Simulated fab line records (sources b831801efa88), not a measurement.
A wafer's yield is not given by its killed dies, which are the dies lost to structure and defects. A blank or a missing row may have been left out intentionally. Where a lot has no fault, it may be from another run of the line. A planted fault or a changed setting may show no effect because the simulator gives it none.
2 desks, one fault + flow sky130 + numbers are kept per desk, each desk with only its own; the story behind them comes last

## DESK OF THE TOOL OWNER: pvd-sputter-03
At SKY_VIA1_SPUTTER_20 (material TiN, target thk 20 nm, time 80 s) the tool's own readings: per lot run on this tool, the mean of the sampled wafers that have a number. Marked OUT: a lot whose mean sits more than 4 standard deviations from the usual mean, which makes it out of limits; the brackets give that distance.
Columns: A = chamber-pressure-pa at SKY_VIA1_SPUTTER_20, usual 5.000 Pa; B = throttle-valve-pct at SKY_VIA1_SPUTTER_20, usual 30.0 %
| lot  | first seen here | A                       | B    |
|------|-----------------|-------------------------|------|
| L989 | day 37 02:14    | 3.945 (-99 or more) OUT | 34.1 |
| L988 | day 37 03:52    | 3.942 (-99 or more) OUT | 33.9 |
| L102 | day 40 16:38    | 4.987                   | 30.4 |
This desk's finding: out of limits on L988, L989; first on L989, day 37 02:14 (chamber-pressure-pa at SKY_VIA1_SPUTTER_20). In limits: L102.

## FROM THE METROLOGY DESK
Means of the sampled wafers that have a number, per lot and without regard to the tool the lot ran on: this is what the gauges read. Marked OUT: a lot whose mean sits more than 4 standard deviations from the usual mean, which makes it out of limits; the brackets give that distance.
Columns: A = cd-nm at SKY_VIA1_CD_MEAS_12, usual 149.7 nm; B = VIA1_OVL at SKY_VIA1_OVL_MEAS_13, usual -2 nm
| lot  | first seen here | A     | B  |
|------|-----------------|-------|----|
| L989 | day 37 01:22    | 152.2 | -5 |
| L988 | day 37 03:01    | 148.0 | -6 |
| L993 | day 38 13:39    | 150.2 | -2 |
| L997 | day 39 15:02    | 147.9 | 0  |
| L999 | day 40 00:56    | 151.7 | -5 |
| L102 | day 40 15:47    | 149.2 | 1  |
This desk's verdict: no lot among the 6 shows anything out of limits.

## TAKEN TOGETHER
On L988, L989, at day 37 02:14, an alarm was possible from the tool owner's desk.
From the metrology desk's view, nothing was out of limits.
The metrology desk has L988, L989 on record, within its limits.
SKY_VIA1_SPUTTER_20 was run on pvd-sputter-03 by each of the lots named.

## WHAT THE SIMULATOR HAD INSERTED
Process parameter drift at SKY_VIA1_SPUTTER_20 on pvd-sputter-03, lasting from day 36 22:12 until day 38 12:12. Setting chamber-pressure-pa, moved by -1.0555, from 5. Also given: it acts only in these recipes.
Shown lots that were struck: L988, L989.
Time in hours from fault onset to the first out-of-limits reading at each desk: the tool owner's desk, 4.
